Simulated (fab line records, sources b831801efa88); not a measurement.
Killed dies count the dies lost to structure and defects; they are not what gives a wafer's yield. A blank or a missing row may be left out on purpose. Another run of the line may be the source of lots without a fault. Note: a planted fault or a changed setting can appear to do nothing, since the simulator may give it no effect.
fab line records + flow sky130
record
- lots=7
- wafers=21
- last-day=48
route steps=708 shown LDD_P@259 LDD_HVN@267 PAD_OPEN@708
lots untouched by any fault: they come from a run of this same line in which no faults occurred
start-h: start of the lot's first displayed wafer, in hours after the record's first day + wait-h: hours elapsed since this lot's preceding step + " as in the row above + L1.1+2: a single row standing in for several wafers + - either no value or no given start + * or withheld: withheld + < > ~ a bound
route shown NAME@n: names a module that has steps shown in the file, with the first one's number in the route + usual: average and standard deviation across the fault-free wafers + same: alike in all rows + chamber/n: place in a boat + sites: each site's reading + _std_site: the standard deviation of these + _edge_site: the outer-site mean with the inner-site mean subtracted + radius-mm: how far each site lies from the wafer's centre + mask NAME#n: copy n + behind: tool/chamber where the wafer was last shaped + hold: reason for holding the lot/hours on hold/outcome of the hold + device: which transistor (n, p or np) failed to switch + end of line: the same wafers' tests at the end of the route + where a step has no rows: the recipe by itself + killed: count of dies lost to structure and defects at first sort (not the wafer's yield) + map: a wafer's dies, marking killed ones x, the rest . and places with no die _
set.NAME: the setting that was run; set.NAME@STEP: the one run at that earlier step + model.NAME: the simulator's own value behind a step, which no gauge read
lots seen at some steps along the route; tables by step, rows by wafer
services: from which hour (start-h, from the record's first day; less than 0 if before it) a tool's chamber was out of use, for how many hours, and why
## steps
# step SKY_LDD_P_EXPOSE_04
# recipe
- mask-id=PSDM
- na=0.6
- source-shape=conventional
- sigma-outer=0.6
- polarization=unpolarized
- target-cd-nm=380
- dose-mj=138
# step SKY_LDD_P_PEB_05
# recipe
- temp-c=withheld
- time-s=*
- resist=NOVOLAK
# step SKY_LDD_P_DEVELOP_06
# recipe
- resist=NOVOLAK
- developer=TMAH
- develop-time-s=60
- dev-temp-c=23
# step SKY_LDD_P_CD_MEAS_07
# recipe
- target-cd-nm=380
# usual
- cd-nm=379.8/2
| lot.wafer | tool      | chamber | start-h | wait-h | cd-nm |
|-----------|-----------|---------|---------|--------|-------|
| L178.3    | cd-sem-01 | -       | 449.17  | 0.1    | 379.4 |
| L178.4    | "         | -       | "       | "      | 377.4 |
| L178.5    | "         | -       | "       | "      | 381.2 |
| L179.2    | cd-sem-01 | -       | 469.58  | 0.1    | 379.9 |
| L179.3    | "         | -       | "       | "      | 379.8 |
| L179.5    | "         | -       | "       | "      | 380.3 |
| L180.1    | cd-sem-01 | -       | 479.81  | 0.1    | 380.6 |
| L180.2    | "         | -       | "       | "      | 378.2 |
| L180.4    | "         | -       | "       | "      | 378.7 |
| L181.2    | cd-sem-02 | -       | 487.72  | 0.1    | 383.1 |
| L181.3    | "         | -       | "       | "      | 379.6 |
| L181.5    | "         | -       | "       | "      | 380.5 |
| L182.3    | cd-sem-01 | -       | 500.12  | 0.1    | 379.7 |
| L182.4    | "         | -       | "       | "      | 378.7 |
| L182.5    | "         | -       | "       | "      | 380.0 |
| L183.3    | cd-sem-01 | -       | 509.32  | 0.1    | 379.7 |
| L183.5    | "         | -       | "       | "      | 381.6 |
| L183.6    | "         | -       | "       | "      | 379.4 |
| L188.2    | cd-sem-01 | -       | 556.13  | 0.1    | 376.9 |
| L188.3    | "         | -       | "       | "      | 379.7 |
| L188.5    | "         | -       | "       | "      | 377.7 |
# step SKY_LDD_P_OVL_MEAS_08
# usual
- LDD_P_OVL=-0.3/1.4
| lot.wafer | tool       | chamber | start-h | wait-h | LDD_P_OVL[nm] |
|-----------|------------|---------|---------|--------|---------------|
| L178.3    | overlay-01 | -       | 449.27  | 0.1    | 2.8           |
| L178.4    | "          | -       | "       | "      | 1.8           |
| L178.5    | "          | -       | "       | "      | 2.0           |
| L179.2    | overlay-01 | -       | 469.68  | 0.1    | -0.9          |
| L179.3    | "          | -       | "       | "      | 1.1           |
| L179.5    | "          | -       | "       | "      | -0.6          |
| L180.1    | overlay-01 | -       | 479.93  | 0.1    | -0.4          |
| L180.2    | "          | -       | "       | "      | -0.6          |
| L180.4    | "          | -       | "       | "      | 0.6           |
| L181.2    | overlay-01 | -       | 487.83  | 0.1    | 0.7           |
| L181.3    | "          | -       | "       | "      | 2.2           |
| L181.5    | "          | -       | "       | "      | 1.3           |
| L182.3    | overlay-02 | -       | 500.21  | 0.1    | -1.7          |
| L182.4    | "          | -       | "       | "      | -0.6          |
| L182.5    | "          | -       | "       | "      | -1.8          |
| L183.3    | overlay-02 | -       | 509.41  | 0.1    | 0.3           |
| L183.5    | "          | -       | "       | "      | 0.2           |
| L183.6    | "          | -       | "       | "      | 0.1           |
| L188.2    | overlay-01 | -       | 556.23  | 0.1    | 0.8           |
| L188.3    | "          | -       | "       | "      | -2.2          |
| L188.5    | "          | -       | "       | "      | 1.9           |
# step SKY_LDD_P_IMPLANT_09
# recipe
- species=BF2
- energy-kev=25
- dose-cm2=1e+13
- tilt-deg=withheld
# step SKY_LDD_P_STRIP_10
# recipe
- chemistry=O2/N2
- power-w=1400
- pressure-mtorr=1500
- platen-temp-c=withheld
- o2-flow-sccm=3000
- n2-flow-sccm=300
- overash-fraction=0.5
# usual
- drypump-motor-current-A=5.6/0.53
- oes-product-au=0.716/0.0048
- strip-time-to-endpoint-s=14.18/0.045
| lot.wafer | tool            | chamber | start-h | wait-h | drypump-motor-current-A | oes-product-au | rf-hours-counter-h | strip-time-to-endpoint-s |
|-----------|-----------------|---------|---------|--------|-------------------------|----------------|--------------------|--------------------------|
| L178.3    | plasma-asher-04 | 0       | 449.47  | 0.1    | 5.0                     | 0.717          | -                  | 14.19                    |
| L178.4    | "               | 1       | "       | "      | 6.4                     | 0.715          | -                  | 14.16                    |
| L178.5    | "               | 1       | "       | "      | 6.3                     | 0.716          | -                  | 14.19                    |
| L179.2    | plasma-asher-03 | 0       | 469.86  | 0.1    | 5.5                     | 0.707          | 73                 | 14.20                    |
| L179.3    | "               | 1       | "       | "      | 5.8                     | 0.711          | -                  | 14.22                    |
| L179.5    | "               | 0       | "       | "      | 5.5                     | 0.714          | -                  | 14.21                    |
| L180.1    | plasma-asher-01 | 0       | 480.11  | 0.1    | 5.0                     | 0.716          | 5                  | 14.21                    |
| L180.2    | "               | 1       | "       | "      | 6.1                     | 0.717          | 5                  | 14.25                    |
| L180.4    | "               | 1       | "       | "      | 6.1                     | 0.713          | -                  | 14.27                    |
| L181.2    | plasma-asher-03 | 0       | 488.01  | 0.1    | 5.6                     | 0.718          | 74                 | 14.18                    |
| L181.3    | "               | 1       | "       | "      | 5.8                     | 0.711          | -                  | 14.15                    |
| L181.5    | "               | 0       | "       | "      | 5.6                     | 0.723          | -                  | 14.13                    |
| L182.3    | plasma-asher-01 | 1       | 500.42  | 0.1    | 6.1                     | 0.725          | -                  | 14.21                    |
| L182.4    | "               | 0       | "       | "      | 5.0                     | 0.716          | -                  | 14.18                    |
| L182.5    | "               | 1       | "       | "      | 6.1                     | 0.708          | -                  | 14.23                    |
| L183.3    | plasma-asher-01 | 1       | 509.62  | 0.1    | 6.1                     | 0.718          | -                  | 14.18                    |
| L183.5    | "               | 1       | "       | "      | 6.1                     | 0.714          | -                  | 14.15                    |
| L183.6    | "               | 0       | "       | "      | 5.0                     | 0.714          | -                  | 14.20                    |
| L188.2    | plasma-asher-04 | 1       | 556.41  | 0.1    | 6.4                     | 0.714          | 73                 | 14.16                    |
| L188.3    | "               | 1       | "       | "      | 6.4                     | 0.712          | -                  | 14.16                    |
| L188.5    | "               | 1       | "       | "      | 6.4                     | 0.717          | -                  | 14.18                    |
# step SKY_LDD_P_TW_MEAS_11
# usual
- LDD_P_TW=639/4.2
| lot.wafer | tool          | chamber | start-h | wait-h | LDD_P_TW |
|-----------|---------------|---------|---------|--------|----------|
| L178.3    | film-metro-04 | -       | 449.56  | 0.1    | 639      |
| L178.4    | "             | -       | "       | "      | 639      |
| L178.5    | "             | -       | "       | "      | 636      |
| L179.2    | film-metro-02 | -       | 469.97  | 0.1    | 641      |
| L179.3    | "             | -       | "       | "      | 638      |
| L179.5    | "             | -       | "       | "      | 635      |
| L180.1    | film-metro-01 | -       | 480.21  | 0.1    | 637      |
| L180.2    | "             | -       | "       | "      | 638      |
| L180.4    | "             | -       | "       | "      | 636      |
| L181.2    | film-metro-02 | -       | 488.12  | 0.1    | 634      |
| L181.3    | "             | -       | "       | "      | 634      |
| L181.5    | "             | -       | "       | "      | 635      |
| L182.3    | film-metro-04 | -       | 500.51  | 0.1    | 642      |
| L182.4    | "             | -       | "       | "      | 647      |
| L182.5    | "             | -       | "       | "      | 644      |
| L183.3    | film-metro-04 | -       | 509.71  | 0.1    | 632      |
| L183.5    | "             | -       | "       | "      | 636      |
| L183.6    | "             | -       | "       | "      | 632      |
| L188.2    | film-metro-04 | -       | 556.52  | 0.1    | 638      |
| L188.3    | "             | -       | "       | "      | 642      |
| L188.5    | "             | -       | "       | "      | 642      |
# step SKY_LDD_HVN_DEHYDRATE_00
# recipe
- temp-c=200
- time-s=60
# step SKY_LDD_HVN_HMDS_01
# recipe
- prime-time-s=60
- prime-temp-c=120
# step SKY_LDD_HVN_COAT_02
# recipe
- resist=NOVOLAK
- spin-rpm=3000
- resist-thk-nm=300
# step SKY_LDD_HVN_SOFTBAKE_03
# recipe
- temp-c=90
- time-s=60
- resist=NOVOLAK
# step SKY_LDD_HVN_EXPOSE_04
# recipe
- mask-id=HVNTM
- na=0.6
- source-shape=conventional
- sigma-outer=0.6
- polarization=unpolarized
- target-cd-nm=700
- dose-mj=127
# usual
- stage-vel-mm-s=499.99/0.26
| lot.wafer | tool             | chamber | start-h | wait-h | mask    | stage-vel-mm-s | model.LDD_HVN.overlay-x-nm |
|-----------|------------------|---------|---------|--------|---------|----------------|----------------------------|
| L178.3    | iline-stepper-01 | 0       | 466.34  | -      | HVNTM#0 | 500.39         | -0.3604                    |
| L178.4    | "                | 0       | "       | "      | HVNTM#0 | 499.81         | -0.3604                    |
| L178.5    | "                | 0       | "       | "      | HVNTM#0 | 499.54         | -0.3604                    |
| L179.2    | iline-stepper-01 | 0       | 485.60  | -      | HVNTM#0 | 500.19         | -74.61                     |
| L179.3    | "                | 0       | "       | "      | HVNTM#0 | 500.16         | -74.61                     |
| L179.5    | "                | 0       | "       | "      | HVNTM#0 | 500.42         | -74.61                     |
| L180.1    | iline-stepper-02 | 0       | 496.42  | -      | HVNTM#0 | 500.10         | -0.5915                    |
| L180.2    | "                | 0       | "       | "      | HVNTM#0 | 500.61         | -0.5915                    |
| L180.4    | "                | 0       | "       | "      | HVNTM#0 | 500.31         | -0.5915                    |
| L181.2    | iline-stepper-02 | 0       | 503.98  | -      | HVNTM#0 | 499.43         | -0.4874                    |
| L181.3    | "                | 0       | "       | "      | HVNTM#0 | 500.06         | -0.4874                    |
| L181.5    | "                | 0       | "       | "      | HVNTM#0 | 499.91         | -0.4874                    |
| L182.3    | iline-stepper-01 | 0       | 516.26  | -      | HVNTM#0 | 499.53         | -74.65                     |
| L182.4    | "                | 0       | "       | "      | HVNTM#0 | 500.01         | -74.65                     |
| L182.5    | "                | 0       | "       | "      | HVNTM#0 | 499.14         | -74.65                     |
| L183.3    | iline-stepper-01 | 0       | 525.95  | -      | HVNTM#0 | 500.01         | -74.67                     |
| L183.5    | "                | 0       | "       | "      | HVNTM#0 | 500.15         | -74.67                     |
| L183.6    | "                | 0       | "       | "      | HVNTM#0 | 499.98         | -74.67                     |
| L188.2    | iline-stepper-02 | 0       | 571.52  | -      | HVNTM#0 | 499.90         | 0.1919                     |
| L188.3    | "                | 0       | "       | "      | HVNTM#0 | 500.03         | 0.1919                     |
| L188.5    | "                | 0       | "       | "      | HVNTM#0 | 500.04         | 0.1919                     |
# step SKY_LDD_HVN_PEB_05
# recipe
- temp-c=withheld
- time-s=*
- resist=NOVOLAK
# step SKY_LDD_HVN_DEVELOP_06
# recipe
- resist=NOVOLAK
- developer=TMAH
- develop-time-s=60
- dev-temp-c=23
# step SKY_LDD_HVN_OVL_MEAS_07
# usual
- LDD_HVN_OVL=0.2/1.3
| lot.wafer | tool       | chamber | start-h | wait-h | hold                     | LDD_HVN_OVL[nm] |
|-----------|------------|---------|---------|--------|--------------------------|-----------------|
| L178.3    | overlay-02 | -       | 481.58  | 0.1    | -                        | -0.5            |
| L178.4    | "          | -       | "       | "      | -                        | -0.4            |
| L178.5    | "          | -       | "       | "      | -                        | -0.7            |
| L179.2    | overlay-01 | -       | 501.16  | 0.1    | await-dispo/0.2h/release | -75.2           |
| L179.3    | "          | -       | "       | "      | await-dispo/0.2h/release | -74.0           |
| L179.5    | "          | -       | "       | "      | await-dispo/0.2h/release | -73.4           |
| L179.2    | overlay-01 | -       | 501.36  | 0.2    | -                        | -76.0           |
| L179.3    | "          | -       | "       | "      | -                        | -75.3           |
| L179.5    | "          | -       | "       | "      | -                        | -74.9           |
| L180.1    | overlay-01 | -       | 511.53  | 0.1    | -                        | 1.1             |
| L180.2    | "          | -       | "       | "      | -                        | -0.3            |
| L180.4    | "          | -       | "       | "      | -                        | 0.4             |
| L181.2    | overlay-02 | -       | 519.76  | 0.1    | -                        | -2.8            |
| L181.3    | "          | -       | "       | "      | -                        | -1.2            |
| L181.5    | "          | -       | "       | "      | -                        | -0.9            |
| L182.3    | overlay-01 | -       | 532.06  | 0.1    | await-dispo/0.2h/release | -75.3           |
| L182.4    | "          | -       | "       | "      | await-dispo/0.2h/release | -74.9           |
| L182.5    | "          | -       | "       | "      | await-dispo/0.2h/release | -75.1           |
| L182.3    | overlay-01 | -       | 532.26  | 0.2    | -                        | -76.3           |
| L182.4    | "          | -       | "       | "      | -                        | -75.9           |
| L182.5    | "          | -       | "       | "      | -                        | -76.3           |
| L183.3    | overlay-02 | -       | 541.01  | 0.1    | await-dispo/0.2h/release | -74.2           |
| L183.5    | "          | -       | "       | "      | await-dispo/0.2h/release | -75.1           |
| L183.6    | "          | -       | "       | "      | await-dispo/0.2h/release | -72.8           |
| L183.3    | overlay-02 | -       | 541.21  | 0.2    | -                        | -75.2           |
| L183.5    | "          | -       | "       | "      | -                        | -76.4           |
| L183.6    | "          | -       | "       | "      | -                        | -74.0           |
| L188.2    | overlay-02 | -       | 586.51  | 0.1    | -                        | 0.8             |
| L188.3    | "          | -       | "       | "      | -                        | 1.6             |
| L188.5    | "          | -       | "       | "      | -                        | -0.2            |
# step SKY_PAD_OPEN_PROBE_99
# usual
- defect-limited-yield=82.7/1.9
- killed_at_M0_to_M3=43/7.1
- killed_at_M4_up=3.2/1.9
- killed-at-contacts=23/5.1
- killed-at-front-end=15/4.5
- killed-at-other=0.4/0.65
- killed-dies=85/9.4
- killed-open=47/6.8
- killed-short=38/6.1
- sort_bin_3_pad_short=0.8/0.38
- sort_bin_5_function=10.3/1.5
- sort_bin_6_memory=6.2/1.1
- sort-n-pass=407/9.4
- sort-yield-pct=82.7/1.9
# same
- gross-dies=492
- killed-at-back-side=0
- sort_bin_4_leakage[%]=0
- sort_bin_8_speed[%]=0
| lot.wafer | tool      | chamber | start-h | wait-h | defect-limited-yield[%] | killed_at_M0_to_M3 | killed_at_M4_up | killed-at-contacts | killed-at-front-end | killed-at-other | killed-dies | killed-open | killed-short | sort_bin_3_pad_short[%] | sort_bin_5_function[%] | sort_bin_6_memory[%] | sort-n-pass | sort-yield-pct[%] |
|-----------|-----------|---------|---------|--------|-------------------------|--------------------|-----------------|--------------------|---------------------|-----------------|-------------|-------------|--------------|-------------------------|------------------------|----------------------|-------------|-------------------|
| L178.3    | prober-02 | -       | 1097.17 | 0.2    | 84.6                    | 30                 | 1               | 25                 | 20                  | 0               | 76          | 44          | 30           | 0.8                     | 8.3                    | 6.3                  | 416         | 84.6              |
| L178.4    | prober-02 | -       | 1097.22 | 0.2    | 85.2                    | 34                 | 2               | 31                 | 6                   | 0               | 73          | 40          | 33           | 0.8                     | 8.1                    | 5.9                  | 419         | 85.2              |
| L178.5    | prober-02 | -       | 1097.27 | 0.2    | 82.3                    | 45                 | 11              | 19                 | 12                  | 0               | 87          | 50          | 35           | 0.8                     | 10.4                   | 6.5                  | 405         | 82.3              |
| L180.1    | prober-02 | -       | 1115.78 | 0.1    | 83.1                    | 34                 | 1               | 35                 | 13                  | 0               | 83          | 46          | 34           | 0.8                     | 11.6                   | 4.5                  | 409         | 83.1              |
| L180.2    | prober-02 | -       | 1115.83 | 0.1    | 82.3                    | 52                 | 1               | 20                 | 14                  | 0               | 87          | 50          | 33           | 1.0                     | 10.4                   | 6.3                  | 405         | 82.3              |
| L180.4    | prober-02 | -       | 1115.93 | 0.2    | 81.1                    | 45                 | 7               | 23                 | 18                  | 0               | 93          | 61          | 31           | 1.4                     | 11.6                   | 5.9                  | 399         | 81.1              |
| L181.2    | prober-01 | -       | 1118.39 | 0.1    | 83.9                    | 39                 | 2               | 28                 | 9                   | 1               | 79          | 41          | 36           | 0.8                     | 8.9                    | 6.3                  | 413         | 83.9              |
| L181.3    | prober-01 | -       | 1118.44 | 0.2    | 86.2                    | 29                 | 2               | 17                 | 20                  | 0               | 68          | 40          | 27           | 0.6                     | 8.1                    | 5.1                  | 424         | 86.2              |
| L181.5    | prober-01 | -       | 1118.54 | 0.2    | 85.8                    | 30                 | 2               | 14                 | 24                  | 0               | 70          | 40          | 30           | 0.8                     | 9.3                    | 4.1                  | 422         | 85.8              |
| L188.2    | prober-02 | -       | 1162.62 | 0.1    | 83.1                    | 40                 | 4               | 24                 | 15                  | 0               | 83          | 49          | 34           | 1.0                     | 10.2                   | 5.7                  | 409         | 83.1              |
| L188.3    | prober-02 | -       | 1162.67 | 0.2    | 83.5                    | 33                 | 5               | 28                 | 15                  | 0               | 81          | 55          | 26           | 0.6                     | 9.8                    | 6.1                  | 411         | 83.5              |
| L188.5    | prober-02 | -       | 1162.77 | 0.2    | 83.5                    | 32                 | 3               | 26                 | 20                  | 0               | 81          | 49          | 32           | 0.8                     | 10.2                   | 5.5                  | 411         | 83.5              |
# killed by level:class
L178.3 LI_CONTACT:geometric-particle:open=10 CONTACT:geometric-particle:open=8 VIA1:geometric-particle:open=6 FIELD_ISO:geometric-particle:open=5 FIELD_ISO:geometric-particle:short=4 POLY_GATE:geometric-particle:short=4 VIA2:geometric-particle:open=4 CONTACT:geometric-particle:short=4
L178.4 LI_CONTACT:geometric-particle:open=8 CONTACT:geometric-particle:open=8 VIA2:geometric-particle:open=6 CONTACT:geometric-particle:short=6 METAL1:geometric-particle:short=6 VIA1:geometric-particle:open=5 LOCAL_INTERCONNECT:geometric-particle:short=5 METAL2:geometric-particle:short=5
L178.5 VIA1:geometric-particle:open=13 LI_CONTACT:geometric-particle:open=8 CONTACT:geometric-particle:open=7 METAL4:geometric-particle:short=7 METAL2:geometric-particle:short=6 VIA3:geometric-particle:open=6 FIELD_ISO:geometric-particle:open=5 VIA2:geometric-particle:open=5
L180.1 LI_CONTACT:geometric-particle:open=11 CONTACT:geometric-particle:open=10 VIA3:geometric-particle:open=6 LI_CONTACT:geometric-particle:short=5 CONTACT:geometric-particle:short=5 VIA1:geometric-particle:short=5 METAL2:geometric-particle:short=5 POLY_GATE:geometric-particle:open=4
L180.2 VIA1:geometric-particle:open=14 METAL2:geometric-particle:short=8 CONTACT:geometric-particle:open=8 POLY_GATE:geometric-particle:open=6 LI_CONTACT:geometric-particle:open=5 VIA3:geometric-particle:open=5 VIA2:geometric-particle:open=4 VIA1:geometric-particle:short=4
L180.4 VIA1:geometric-particle:open=11 VIA2:geometric-particle:open=10 CONTACT:geometric-particle:open=9 VIA3:geometric-particle:open=7 LI_CONTACT:geometric-particle:open=6 VIA1:geometric-particle:short=6 FIELD_ISO:geometric-particle:open=5 POLY_GATE:geometric-particle:short=4
L181.2 VIA1:geometric-particle:open=8 LI_CONTACT:geometric-particle:open=7 CONTACT:geometric-particle:open=7 LOCAL_INTERCONNECT:geometric-particle:short=6 CONTACT:geometric-particle:short=5 VIA2:geometric-particle:open=5 VIA3:geometric-particle:open=5 METAL1:geometric-particle:short=4
L181.3 FIELD_ISO:geometric-particle:open=7 LI_CONTACT:geometric-particle:open=7 CONTACT:geometric-particle:open=7 VIA1:geometric-particle:open=7 FIELD_ISO:geometric-particle:short=4 POLY_GATE:geometric-particle:short=4 VIA2:geometric-particle:open=4 POLY_GATE:geometric-particle:open=3
L181.5 FIELD_ISO:geometric-particle:open=10 VIA3:geometric-particle:open=8 VIA1:geometric-particle:open=7 FIELD_ISO:geometric-particle:short=5 POLY_GATE:geometric-particle:short=5 CONTACT:geometric-particle:open=5 CONTACT:geometric-particle:short=5 VIA2:geometric-particle:open=5
L188.2 VIA1:geometric-particle:open=9 VIA1:geometric-particle:short=8 CONTACT:geometric-particle:open=8 FIELD_ISO:geometric-particle:open=7 LI_CONTACT:geometric-particle:open=7 VIA2:geometric-particle:open=6 CONTACT:geometric-particle:short=4 SPACER:geometric-particle:open=3
L188.3 CONTACT:geometric-particle:open=13 VIA1:geometric-particle:open=11 LI_CONTACT:geometric-particle:open=7 VIA2:geometric-particle:open=6 FIELD_ISO:geometric-particle:open=5 VIA3:geometric-particle:open=5 LOCAL_INTERCONNECT:geometric-particle:short=4 METAL4:geometric-particle:short=3
L188.5 LI_CONTACT:geometric-particle:open=9 CONTACT:geometric-particle:open=9 METAL1:geometric-particle:short=7 FIELD_ISO:geometric-particle:short=6 FIELD_ISO:geometric-particle:open=5 VIA1:geometric-particle:open=5 VIA2:geometric-particle:open=5 CONTACT:geometric-particle:short=4
## services
| tool             | chamber | start-h | hours | kind        |
|------------------|---------|---------|-------|-------------|
| iline-stepper-01 | -       | 428.27  | 1.7   | pm          |
| plasma-asher-01  | 0       | 430.30  | -     | clean       |
| plasma-asher-01  | 1       | 430.30  | -     | clean       |
| iline-stepper-02 | 0       | 447.41  | -     | calibration |
| plasma-asher-04  | -       | 491.31  | 12.9  | repair      |
| plasma-asher-01  | -       | 502.49  | 1.0   | repair      |
| iline-stepper-02 | -       | 511.27  | 3.3   | repair      |
| iline-stepper-02 | -       | 533.89  | 1.7   | pm          |
| iline-stepper-01 | 0       | 543.95  | -     | calibration |
## key
first-sign
- step=SKY_LDD_HVN_OVL_MEAS_07
- reading=visit
- direction=added
effect
- step=SKY_LDD_HVN_OVL_MEAS_07
- reading=LDD_HVN_OVL
- direction=down
- sigmas=59
- usual=0.2
- struck=-74.5
model-effect
- step=SKY_LDD_HVN_EXPOSE_04
- value=LDD_HVN.overlay-x-nm
- without=0.4008
- struck=-74.64
met-at SKY_LDD_HVN_EXPOSE_04
struck-wafers L179.2,L179.3,L179.5,L182.3,L182.4,L182.5,L183.3,L183.5,L183.6
scrapped-behind SKY_LDD_HVN_OVL_MEAS_07 L179.2,L179.3,L179.5,L182.3,L182.4,L182.5,L183.3,L183.5,L183.6
onset-between 466.34 485.60
fault
- kind=scanner-matching-overlay
- tool=iline-stepper-01
- chamber=-
- onset-h=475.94
- steps=SKY_LDD_HVN_EXPOSE_04
- offset=-75.042
